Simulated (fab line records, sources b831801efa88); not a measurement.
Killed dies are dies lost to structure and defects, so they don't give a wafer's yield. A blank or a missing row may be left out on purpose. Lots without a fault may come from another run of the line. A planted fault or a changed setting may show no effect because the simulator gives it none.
One fault seen from 2 desks | flow sky130 | each desk has only its own numbers; what lay behind them comes last

THE METROLOGY DESK
What the gauges read, lot by lot, whatever tool the lot ran on: means of the sampled wafers that have a number. A lot is out of limits, marked OUT, if its mean lies more than 4 standard deviations from the usual mean; the brackets give that distance.
Columns: A = VT_ADJUST_PCH_OVL at SKY_VT_ADJUST_PCH_OVL_MEAS_07, usual 0.2 nm; B = VT_ADJUST_PCH_TW at SKY_VT_ADJUST_PCH_TW_MEAS_10, usual 141.9; C = cd_nm at SKY_SONOS_TUNNEL_CD_MEAS_07, usual 410.9 nm; D = SONOS_TUNNEL_OVL at SKY_SONOS_TUNNEL_OVL_MEAS_08, usual 0.5 nm
lot  | first seen here | A    | B     | C     | D
L577 | day 11 13:43    | 0.9  | 140.3 | 411.4 | -0.6
L585 | day 13 23:32    | -0.4 | 142.4 | 409.4 | 1.5
L586 | day 14 11:08    | -1.6 | 143.9 | 409.2 | 1.5
L589 | day 15 09:34    | -1.2 | 140.7 | 409.2 | 0.1
L591 | day 15 22:16    | 0.8  | 141.8 | 417.8 | -1.3
This desk's finding: nothing out of limits on any of the 5 lots.

THE TOOL OWNER'S DESK: iline_stepper-02
The tool's own readings at SKY_SONOS_TUNNEL_EXPOSE_04 (exposes mask TUNM, target cd 410 nm): means of the sampled wafers that have a number, for each lot that ran on this tool. A lot is out of limits, marked OUT, if its mean lies more than 4 standard deviations from the usual mean; the brackets give that distance.
Columns: A = exposure_dose_mJ_cm2 at SKY_SONOS_TUNNEL_EXPOSE_04, usual 135.94
lot  | first seen here | A
L577 | day 12 02:38    | 135.93
L585 | day 14 12:46    | 135.95
L591 | day 16 12:57    | 135.26 (-5.2) OUT
This desk's finding: out of limits on L591; first on L591, day 16 12:57 (exposure_dose_mJ_cm2 at SKY_SONOS_TUNNEL_EXPOSE_04). In limits: L577, L585.

PUT TOGETHER
The tool owner's desk could have raised an alarm at day 16 12:57, on L591.
The metrology desk saw nothing out of limits.
The metrology desk has L591 on record, within its limits.
Of the lots named, all ran SKY_SONOS_TUNNEL_EXPOSE_04 on iline_stepper-02.

WHAT THE SIMULATOR HAD PUT IN
Process parameter drift: iline_stepper-02, from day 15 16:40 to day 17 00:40, at SKY_SONOS_TUNNEL_EXPOSE_04. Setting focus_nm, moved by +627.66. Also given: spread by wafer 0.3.
Lots struck among those shown: L591.
Hours from the fault's start to each desk's first reading out of limits: the tool owner's desk, 20.
